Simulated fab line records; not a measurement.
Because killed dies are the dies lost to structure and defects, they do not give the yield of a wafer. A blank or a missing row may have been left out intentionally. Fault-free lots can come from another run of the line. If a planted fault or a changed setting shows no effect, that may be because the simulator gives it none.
fab line records -- flow sky130
[record] lots = 11, wafers = 33, lastDay = 50
route steps=708 shown CONTACT@411 METAL1@436
lots that met no fault: taken from a fault-free run of the same line
startH: hours from the record's opening day to when the first of the lot's shown wafers began -- waitH: hours from the lot's prior step to this one -- " same as the row above -- L1.1+2: several wafers, shown together as one row -- - no value, or no start given -- * or withheld: withheld -- < > ~ a bound
route shown NAME@n: NAME is a module with steps in the file, n the number in the route of the first one -- usual: mean and standard deviation over wafers with no fault -- same: alike in all rows -- chamber/n: place in a boat -- sites: the reading at each site -- _std_site: standard deviation of those values -- _edge_site: mean of outer sites minus mean of inner sites -- radiusMm: for every site, how far away it sits from the centre of the wafer -- mask NAME#n: copy n -- behind: the tool/chamber that last shaped the wafer -- hold: reason for holding the lot/hours on hold/outcome of the hold -- device: names the non-switching transistor (n, p or np) -- end of line: tests of these same wafers at the route's end -- a step without rows: its recipe alone -- killed: dies that structure and defects cost at the first sort, which is not the same as the wafer's yield -- map: a wafer's dies, marking killed ones x, the rest . and places with no die _
set.NAME: the setting as run; set.NAME@STEP: as run at that earlier step -- model.NAME: the simulator's own value behind a step, which no gauge read
the route's steps for a sample of lots (tables are steps, rows are wafers)
services: when a tool's chamber went out of use (startH, in hours from the record's first day, below 0 if earlier), for how many hours, and the reason
[[steps]]
[step SKY_CONTACT_BOW_MEAS_05]
[recipe] mode = bow
[usual] CONTACT_BOW = 83/7.1
lot.wafer,tool,chamber,startH,waitH,CONTACT_BOW[um]
L454.1,filmMetro-03,-,717.60,0.1,80
L454.2,filmMetro-03,-,717.60,0.1,80
L454.4,filmMetro-03,-,717.60,0.1,94
L455.3,filmMetro-04,-,725.95,0.2,98
L455.5,filmMetro-04,-,725.95,0.2,80
L455.6,filmMetro-04,-,725.95,0.2,83
L456.1,filmMetro-03,-,740.81,0.1,84
L456.4,filmMetro-03,-,740.81,0.1,79
L456.5,filmMetro-03,-,740.81,0.1,73
L457.2,filmMetro-03,-,742.72,0.2,84
L457.3,filmMetro-03,-,742.72,0.2,81
L457.5,filmMetro-03,-,742.72,0.2,85
L459.1,filmMetro-04,-,760.38,0.1,90
L459.2,filmMetro-04,-,760.38,0.1,82
L459.4,filmMetro-04,-,760.38,0.1,86
L460.4,filmMetro-04,-,767.72,0.2,76
L460.5,filmMetro-04,-,767.72,0.2,79
L460.6,filmMetro-04,-,767.72,0.2,96
L463.2,filmMetro-04,-,788.06,0.3,89
L463.4,filmMetro-04,-,788.06,0.3,81
L463.6,filmMetro-04,-,788.06,0.3,87
L464.3,filmMetro-01,-,800.93,0.3,99
L464.4,filmMetro-01,-,800.93,0.3,82
L464.6,filmMetro-01,-,800.93,0.3,87
L465.1,filmMetro-03,-,802.27,0.2,86
L465.4,filmMetro-03,-,802.27,0.2,84
L465.5,filmMetro-03,-,802.27,0.2,85
L472.1,filmMetro-03,-,853.64,0.2,76
L472.2,filmMetro-03,-,853.64,0.2,67
L472.4,filmMetro-03,-,853.64,0.2,85
L475.1,filmMetro-01,-,878.56,0.3,69
L475.2,filmMetro-01,-,878.56,0.3,88
L475.4,filmMetro-01,-,878.56,0.3,87
[step SKY_CONTACT_RS_MEAS_25]
[recipe] thkMeasGauge = four-point-probe, reads = W_of_CONTACT_CVD_24+TiN_of_CONTACT_SPUTTER_23
[usual] CONTACT_W_RS = 0.339/0.0065
lot.wafer,tool,chamber,startH,waitH,CONTACT_W_RS[ohm/sq]
L454.1,filmMetro-04,-,746.05,0.1,0.333
L454.2,filmMetro-04,-,746.05,0.1,0.336
L454.4,filmMetro-04,-,746.05,0.1,0.335
L455.3,filmMetro-04,-,754.19,0.1,0.344
L455.5,filmMetro-04,-,754.19,0.1,0.350
L455.6,filmMetro-04,-,754.19,0.1,0.345
L456.1,filmMetro-01,-,768.79,0.1,0.333
L456.4,filmMetro-01,-,768.79,0.1,0.331
L456.5,filmMetro-01,-,768.79,0.1,0.336
L457.2,filmMetro-03,-,770.56,0.1,0.347
L457.3,filmMetro-03,-,770.56,0.1,0.347
L457.5,filmMetro-03,-,770.56,0.1,0.343
L459.1,filmMetro-01,-,788.30,0.1,0.338
L459.2,filmMetro-01,-,788.30,0.1,0.342
L459.4,filmMetro-01,-,788.30,0.1,0.343
L460.4,filmMetro-04,-,795.09,0.1,0.336
L460.5,filmMetro-04,-,795.09,0.1,0.339
L460.6,filmMetro-04,-,795.09,0.1,0.338
L463.2,filmMetro-01,-,815.64,0.1,0.343
L463.4,filmMetro-01,-,815.64,0.1,0.348
L463.6,filmMetro-01,-,815.64,0.1,0.348
L464.3,filmMetro-01,-,828.47,0.1,0.331
L464.4,filmMetro-01,-,828.47,0.1,0.332
L464.6,filmMetro-01,-,828.47,0.1,0.335
L465.1,filmMetro-01,-,829.86,0.1,0.331
L465.4,filmMetro-01,-,829.86,0.1,0.333
L465.5,filmMetro-01,-,829.86,0.1,0.332
L472.1,filmMetro-03,-,880.22,0.1,0.333
L472.2,filmMetro-03,-,880.22,0.1,0.331
L472.4,filmMetro-03,-,880.22,0.1,0.332
L475.1,filmMetro-03,-,904.34,0.1,0.336
L475.2,filmMetro-03,-,904.34,0.1,0.332
L475.4,filmMetro-03,-,904.34,0.1,0.331
[step SKY_METAL1_SPUTTER_02]
[recipe] material = AlCu, targetThkNm = 250, powerW = 10600, timeS = 13.3, chamberPressurePa = 0.4
[usual] throttleValvePct = 30.1/1.2
lot.wafer,tool,chamber,startH,waitH,throttleValvePct
L454.1,pvdSputter-03,-,746.58,0.0,28.9
L454.2,pvdSputter-03,-,746.58,0.0,31.5
L454.4,pvdSputter-03,-,746.58,0.0,30.8
L455.3,pvdSputter-03,-,754.68,0.0,29.0
L455.5,pvdSputter-03,-,754.68,0.0,29.0
L455.6,pvdSputter-03,-,754.68,0.0,31.6
L456.1,pvdSputter-04,-,769.32,0.0,30.9
L456.4,pvdSputter-04,-,769.32,0.0,30.4
L456.5,pvdSputter-04,-,769.32,0.0,31.0
L457.2,pvdSputter-03,-,771.07,0.0,30.9
L457.3,pvdSputter-03,-,771.07,0.0,31.3
L457.5,pvdSputter-03,-,771.07,0.0,31.3
L459.1,pvdSputter-03,-,788.83,0.0,30.5
L459.2,pvdSputter-03,-,788.83,0.0,31.1
L459.4,pvdSputter-03,-,788.83,0.0,31.3
L460.4,pvdSputter-04,-,795.56,0.0,30.3
L460.5,pvdSputter-04,-,795.56,0.0,31.0
L460.6,pvdSputter-04,-,795.56,0.0,30.5
L463.2,pvdSputter-03,-,816.14,0.0,29.0
L463.4,pvdSputter-03,-,816.14,0.0,30.7
L463.6,pvdSputter-03,-,816.14,0.0,31.3
L464.3,pvdSputter-01,-,828.96,0.0,28.0
L464.4,pvdSputter-01,-,828.96,0.0,29.4
L464.6,pvdSputter-01,-,828.96,0.0,29.8
L465.1,pvdSputter-03,-,830.39,0.0,30.9
L465.4,pvdSputter-03,-,830.39,0.0,29.1
L465.5,pvdSputter-03,-,830.39,0.0,31.7
L472.1,pvdSputter-03,-,880.74,0.0,30.7
L472.2,pvdSputter-03,-,880.74,0.0,30.9
L472.4,pvdSputter-03,-,880.74,0.0,31.4
L475.1,pvdSputter-01,-,904.86,0.0,28.5
L475.2,pvdSputter-01,-,904.86,0.0,29.4
L475.4,pvdSputter-01,-,904.86,0.0,29.8
[step SKY_METAL1_COAT_09]
[recipe] resist = BARC, tempC = withheld, timeS = withheld, spinRpm = 3000, resistThkNm = 60
[usual] spinSpeedRpm = 3000.1/2
lot.wafer,tool,chamber,startH,waitH,spinSpeedRpm
L454.1,lithoTrack-03,0,759.57,0.1,2997.1
L454.2,lithoTrack-03,0,759.57,0.1,2998.8
L454.4,lithoTrack-03,0,759.57,0.1,3002.7
L455.3,lithoTrack-02,0,768.09,0.1,3001.7
L455.5,lithoTrack-02,0,768.09,0.1,2997.1
L455.6,lithoTrack-02,0,768.09,0.1,2995.9
L456.1,lithoTrack-02,0,782.39,0.1,2995.8
L456.4,lithoTrack-02,0,782.39,0.1,2997.6
L456.5,lithoTrack-02,0,782.39,0.1,3002.0
L457.2,lithoTrack-04,0,784.15,0.1,2999.5
L457.3,lithoTrack-04,0,784.15,0.1,2999.5
L457.5,lithoTrack-04,0,784.15,0.1,2999.3
L459.1,lithoTrack-02,0,802.24,0.1,3000.3
L459.2,lithoTrack-02,0,802.24,0.1,3001.1
L459.4,lithoTrack-02,0,802.24,0.1,3003.1
L460.4,lithoTrack-02,0,808.86,0.1,3002.9
L460.5,lithoTrack-02,0,808.86,0.1,3003.1
L460.6,lithoTrack-02,0,808.86,0.1,3000.4
L463.2,lithoTrack-02,0,829.11,0.1,3003.1
L463.4,lithoTrack-02,0,829.11,0.1,3002.8
L463.6,lithoTrack-02,0,829.11,0.1,3003.4
L464.3,lithoTrack-03,0,841.32,0.1,2996.4
L464.4,lithoTrack-03,0,841.32,0.1,2996.9
L464.6,lithoTrack-03,0,841.32,0.1,3000.0
L465.1,lithoTrack-02,0,843.14,0.1,3000.6
L465.4,lithoTrack-02,0,843.14,0.1,2998.4
L465.5,lithoTrack-02,0,843.14,0.1,2999.2
L472.1,lithoTrack-02,0,893.29,0.1,2998.0
L472.2,lithoTrack-02,0,893.29,0.1,3000.2
L472.4,lithoTrack-02,0,893.29,0.1,2998.5
L475.1,lithoTrack-02,0,916.79,0.1,3001.2
L475.2,lithoTrack-02,0,916.79,0.1,2999.7
L475.4,lithoTrack-02,0,916.79,0.1,2999.3
[step SKY_METAL1_ETCH_18]
[recipe] chemistry = N2/H2, target = BARC, ionEnergyEv = 200, biasW = 100, pressureMtorr = 30, n2FlowSccm = 100, h2FlowSccm = 200, icpW = 500, stopOn = SiO2, timeS = 45.9, targetDepthA = 600
[usual] drypumpMotorCurrentA = 6.0/0.37, oesProductAu = 0.854/0.0049, throttleValvePct = 13.225/0.0081
lot.wafer,tool,chamber,startH,waitH,drypumpMotorCurrentA,oesProductAu,rfHoursCounterH,throttleValvePct
L454.1,rieMetal-04,0,773.92,0.0,5.8,0.860,14,13.233
L454.2,rieMetal-04,1,773.92,0.0,5.4,0.856,1,13.214
L454.4,rieMetal-04,1,773.92,0.0,5.4,0.852,-,13.231
L455.3,rieMetal-01,1,782.13,0.0,6.2,0.855,-,13.231
L455.5,rieMetal-01,1,782.13,0.0,6.2,0.853,-,13.219
L455.6,rieMetal-01,0,782.13,0.0,6.2,0.854,-,13.224
L456.1,rieMetal-01,1,796.37,0.0,6.2,0.868,6,13.233
L456.4,rieMetal-01,1,796.37,0.0,6.2,0.853,-,13.217
L456.5,rieMetal-01,1,796.37,0.0,6.2,0.848,-,13.229
L457.2,rieMetal-02,0,797.97,0.0,5.8,0.857,15,13.225
L457.3,rieMetal-02,1,797.97,0.0,6.6,0.863,-,13.236
L457.5,rieMetal-02,0,797.97,0.0,5.8,0.852,-,13.213
L459.1,rieMetal-02,0,816.21,0.0,5.8,0.847,15,13.217
L459.2,rieMetal-02,1,816.21,0.0,6.6,0.845,14,13.234
L459.4,rieMetal-02,0,816.21,0.0,5.8,0.863,-,13.235
L460.4,rieMetal-04,0,822.46,0.1,5.8,0.861,-,13.214
L460.5,rieMetal-04,0,822.46,0.1,5.8,0.859,-,13.225
L460.6,rieMetal-04,0,822.46,0.1,5.8,0.854,-,13.233
L463.2,rieMetal-04,0,842.22,0.1,5.8,0.850,-,13.226
L463.4,rieMetal-04,0,842.22,0.1,5.8,0.862,-,13.223
L463.6,rieMetal-04,0,842.22,0.1,5.8,0.856,-,13.220
L464.3,rieMetal-04,0,855.45,0.1,5.9,0.850,-,13.238
L464.4,rieMetal-04,0,855.45,0.1,5.8,0.853,-,13.233
L464.6,rieMetal-04,0,855.45,0.1,5.8,0.856,-,13.219
L465.1,rieMetal-02,1,856.80,0.1,6.6,0.852,16,13.220
L465.4,rieMetal-02,1,856.80,0.1,6.6,0.849,-,13.235
L465.5,rieMetal-02,1,856.80,0.1,6.6,0.854,-,13.235
L472.1,rieMetal-02,1,906.93,0.0,6.5,0.850,18,13.226
L472.2,rieMetal-02,0,906.93,0.0,5.8,0.855,2,13.238
L472.4,rieMetal-02,1,906.93,0.0,6.5,0.860,-,13.233
L475.1,rieMetal-02,0,928.99,0.1,5.8,0.863,3,13.226
L475.2,rieMetal-02,0,928.99,0.1,5.8,0.878,-,13.232
L475.4,rieMetal-02,0,928.99,0.1,5.8,0.874,-,13.228
[[services]]
tool,chamber,startH,hours,kind
rieMetal-04,1,776.72,88.2,repair
pvdSputter-01,-,778.26,2.4,repair
rieMetal-02,-,785.29,1.4,pm
rieMetal-02,-,788.63,0.6,repair
pvdSputter-04,1,807.55,-,consumableReplace:kit
pvdSputter-04,1,807.55,18.0,scheduledDown
pvdSputter-04,1,807.55,18.0,ventCycle
rieMetal-02,0,846.87,-,clean
rieMetal-02,0,846.87,14.5,scheduledDown
rieMetal-02,0,846.87,14.5,ventCycle
rieMetal-04,0,864.88,-,clean
rieMetal-04,0,864.88,20.5,scheduledDown
rieMetal-04,0,864.88,20.5,ventCycle
rieMetal-01,-,887.20,0.6,repair
pvdSputter-03,1,894.78,-,consumableReplace:kit
pvdSputter-03,1,894.78,18.0,scheduledDown
pvdSputter-03,1,894.78,18.0,ventCycle
rieMetal-01,0,899.65,6.2,repair
rieMetal-04,-,904.11,0.2,repair
rieMetal-02,1,926.93,-,clean
rieMetal-02,1,926.93,24.7,scheduledDown
rieMetal-02,1,926.93,24.7,ventCycle
rieMetal-04,-,928.18,2.5,repair
[[key]]
[firstSign] step = SKY_METAL1_ETCH_18, reading = oesProductAu, direction = up, sigmas = 4.4, usual = 0.854, struck = 0.876
effect none on later readings
metAt SKY_METAL1_COAT_09
struckLots L475
struckWafers L475.2,L475.4
notActingAt SKY_CONTACT_BOW_MEAS_05,SKY_CONTACT_RS_MEAS_25,SKY_METAL1_SPUTTER_02
onsetBetween 893.29 916.79
[fault] kind = processParameterDrift, tool = lithoTrack-02, chamber = -, onsetH = 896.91, steps = SKY_METAL1_COAT_09, channel = resistThkNm, offset = 2.0516, shape = step, endH = 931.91, scope = struckWafersOnly, actsIn = theseRecipesOnly, stated = 60
